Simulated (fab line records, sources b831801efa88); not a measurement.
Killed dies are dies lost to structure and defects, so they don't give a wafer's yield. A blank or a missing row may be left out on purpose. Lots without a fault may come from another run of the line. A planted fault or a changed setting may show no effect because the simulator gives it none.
Split-lot experiment | flow sfq_line | 5 lots, 27 wafers read, on a route of 325 steps

THE SPLIT
At SFQ_TRILAYER_I2_DEP_PECVD_063 (deposits SiO2 from SiH4/N2O, time 111.11 s, target thk 500 nm), the setting time_s was moved away from the recipe's 111.11 s on 12 of the 27 wafers read, by +20.9% to +52.6%. The other wafers ran this setting at the recipe's value.

The reading is taken at the split's own step.

THE READING
SiO2_of_TRILAYER_I2_DEP_PECVD_063.thk_nm (the simulator's own value, which no gauge read), in nm, at SFQ_TRILAYER_I2_DEP_PECVD_063 (deposits SiO2 from SiH4/N2O, time 111.11 s, target thk 500 nm). The file gives no usual value for it. The 15 wafers here that ran the recipe average 501.5 nm, standard deviation 5.8 nm.

wafer  | tool, chamber at the split | time_s as run, s | against the recipe | SiO2_of_TRILAYER_I2_DEP_PECVD_063.thk_nm, nm | against lot-mates on the recipe
L074.1 | pecvd-04, 1                | 169.5            | +52.6%             | 765.4                                        | +258.9
L074.2 | pecvd-04, 0                | 111.11           | recipe             | 501.8                                        | -
L074.3 | pecvd-04, 2                | 169.5            | +52.6%             | 762.1                                        | +255.6
L074.4 | pecvd-04, 0                | 169.5            | +52.6%             | 777.1                                        | +270.6
L074.5 | pecvd-04, 2                | 111.11           | recipe             | 512.8                                        | -
L074.6 | pecvd-04, 1                | 111.11           | recipe             | 505                                          | -
L076.1 | pecvd-02, 2                | 111.11           | recipe             | 500.3                                        | -
L076.2 | pecvd-02, 1                | 111.11           | recipe             | 498.5                                        | -
L076.5 | pecvd-02, 2                | 111.11           | recipe             | 510.5                                        | -
L078.1 | pecvd-04, 0,1              | 111.11           | recipe             | 502.3                                        | -
L078.2 | pecvd-04, 0,1              | 111.11           | recipe             | 502.3                                        | -
L078.3 | pecvd-04, 2                | 153.7            | +38.3%             | 693.1                                        | +188.7
L078.4 | pecvd-04, 1                | 153.7            | +38.3%             | 699.7                                        | +195.3
L078.5 | pecvd-04, 0                | 111.11           | recipe             | 508.6                                        | -
L078.6 | pecvd-04, 2                | 153.7            | +38.3%             | 699.3                                        | +194.9
L083.1 | pecvd-02, 0                | 134.3            | +20.9%             | 594.8                                        | +100.0
L083.2 | pecvd-02, 2                | 111.11           | recipe             | 498.5                                        | -
L083.3 | pecvd-02, 1                | 111.11           | recipe             | 492.5                                        | -
L083.4 | pecvd-02, 1                | 111.11           | recipe             | 493.4                                        | -
L083.5 | pecvd-02, 2                | 134.3            | +20.9%             | 616                                          | +121.2
L083.6 | pecvd-02, 0                | 134.3            | +20.9%             | 599.6                                        | +104.8
L084.1 | pecvd-02, 2                | 111.11           | recipe             | 502.5                                        | -
L084.2 | pecvd-02, 0                | 155              | +39.5%             | 691.8                                        | +193.3
L084.3 | pecvd-02, 1                | 111.11           | recipe             | 494.1                                        | -
L084.4 | pecvd-02, 0                | 111.11           | recipe             | 499                                          | -
L084.5 | pecvd-02, 2                | 155              | +39.5%             | 708                                          | +209.5
L084.6 | pecvd-02, 1                | 155              | +39.5%             | 696.8                                        | +198.3
Where a row lists several chambers, the file gives one row for several wafers and doesn't say which wafer went through which chamber.

THE FIT
A straight line over all 27 wafers: SiO2_of_TRILAYER_I2_DEP_PECVD_063.thk_nm changes by +5.06 nm for each +1% of time_s; r = +1.00; the points scatter about the line by 6.6 nm.
The same after taking each lot's own level away (the mean of its wafers on the recipe; 27 wafers): +5.02 nm for each +1%; r = +1.00; scatter 5.8 nm.
On that fit, the largest move of time_s shifts the reading by 2.6e+02 nm.
The lots' own levels span 494.80 to 506.53 nm, that is 2.0 times the standard deviation above.
So the lot-to-lot level changes the slope little: the two slopes agree.
Check: with one of the wafers moved furthest among these (+52.6%) left out of the fit, the line predicts +265 nm for it against its lot-mates. It came out at +259 nm against them.

OTHER SPLITS ON THESE WAFERS
These wafers also went through other splits before the reading. Each is held against what the fit with the lots' levels taken away leaves over:
other split on the same wafers                    | wafers away from the commonest value | r with SiO2_of_TRILAYER_I2_DEP_PECVD_063.thk_nm (lot level and that fit taken away)
SFQ_TRILAYER_INCOMING_OXIDATION_002 ox_time_s     | 21                                   | +0.08
SFQ_TRILAYER_L0_CAP_PECVD_011 time_s              | 6                                    | -0.01
SFQ_TRILAYER_M0_DEP_SPUTTER_019 time_s            | 9                                    | -0.01
SFQ_TRILAYER_M1_DEP_SPUTTER_037 time_s            | 9                                    | -0.06
SFQ_TRILAYER_I1_VIA_BARC_OPEN_VIA_ETCH_071 time_s | 6                                    | -0.13

THE WHOLE CHAIN: every reading that the file lists as answering this split, in the file's order
step                          | what it does                                                  | reading                                                                                   | change (the file's fit)              | r (the file's)
SFQ_TRILAYER_I2_DEP_PECVD_063 | deposits SiO2 from SiH4/N2O, time 111.11 s, target thk 500 nm | SiO2_of_TRILAYER_I2_DEP_PECVD_063.thk_nm (the simulator's own value, which no gauge read) | +5.03 nm for each +1% of the setting | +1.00
SFQ_TRILAYER_I2_CMP_CMP_064   | polishes SiO2                                                 | time_to_endpoint_s                                                                        | withheld for each +1% of the setting | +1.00

THE FILE'S OWN FIT
SiO2_of_TRILAYER_I2_DEP_PECVD_063.thk_nm changes by +5.03 nm for each +1% of time_s, r = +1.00.
